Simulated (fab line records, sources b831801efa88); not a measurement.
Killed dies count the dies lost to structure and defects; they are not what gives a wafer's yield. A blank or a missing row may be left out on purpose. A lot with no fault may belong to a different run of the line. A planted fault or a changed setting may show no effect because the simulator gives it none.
A single fault, viewed from 2 desks :: flow sky130 :: numbers are kept per desk, each desk with only its own; the story behind them comes last

## METROLOGY DESK
What the gauges read, lot by lot, whatever tool the lot ran on: means of the sampled wafers that have a number. The brackets show how far a lot's mean lies from the usual mean; more than 4 standard deviations puts the lot out of limits, marked OUT.
Columns: A = VT_ADJUST_HVTR_OVL at SKY_VT_ADJUST_HVTR_OVL_MEAS_08, usual 0.6 nm; B = VT_ADJUST_HVTR_TW at SKY_VT_ADJUST_HVTR_TW_MEAS_11, usual 209.4; C = VT_ADJUST_PCH_OVL at SKY_VT_ADJUST_PCH_OVL_MEAS_07, usual -0.8 nm
lot: L602
first seen here: day 10 19:12
A: 0.6
B: 207.1
C: -0.9

lot: L607
first seen here: day 11 20:15
A: -0.4
B: 207.0
C: -2.4

lot: L615
first seen here: day 14 03:43
A: 0.8
B: 207.9
C: -0.1

lot: L617
first seen here: day 15 03:19
A: -0.1
B: 206.0
C: -1.5

lot: L620
first seen here: day 16 00:46
A: 1.4
B: 212.9
C: -0.4

lot: L621
first seen here: day 16 08:19
A: -0.0
B: 208.5
C: -1.8
Finding of this desk: none of the 6 lots has anything out of limits.

## TOOL OWNER'S DESK, implanter-02
For each lot that ran on this tool, the mean over its sampled wafers that have a number, from the tool's own readings at SKY_VT_ADJUST_PCH_IMPLANT_08. The brackets show how far a lot's mean lies from the usual mean; more than 4 standard deviations puts the lot out of limits, marked OUT.
Columns: A = dose ions cm2 at SKY_VT_ADJUST_PCH_IMPLANT_08, usual 5.001e+11; B = faraday current uA at SKY_VT_ADJUST_PCH_IMPLANT_08, usual 2.82
lot: L602
first seen here: day 11 17:43
A: 5.006e+11
B: 2.85

lot: L607
first seen here: day 12 20:50
A: 5.005e+11
B: 2.81

lot: L615
first seen here: day 15 05:14
A: 4.428e+11 (-99 or more) OUT
B: 2.53 (-4.5) OUT

lot: L617
first seen here: day 16 07:11
A: 4.424e+11 (-99 or more) OUT
B: 2.53 (-4.5) OUT
This desk's verdict: out of limits on L615, L617, starting with L615 at day 15 05:14 (dose ions cm2 at SKY_VT_ADJUST_PCH_IMPLANT_08). In limits: L602, L607.

## TAKEN TOGETHER
An alarm could have come from the tool owner's desk at day 15 05:14, on L615, L617.
From the metrology desk's view, nothing was out of limits.
The metrology desk holds a record of L615, L617, inside its limits.
On implanter-02, each named lot ran SKY_VT_ADJUST_PCH_IMPLANT_08.

## WHAT THE SIMULATOR HAD INSERTED
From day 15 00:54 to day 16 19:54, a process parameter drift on implanter-02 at SKY_VT_ADJUST_PCH_IMPLANT_08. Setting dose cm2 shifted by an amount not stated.
Struck lots among those shown: L615, L617.
Time in hours from fault onset to the first out-of-limits reading at each desk: the tool owner's desk, 4.
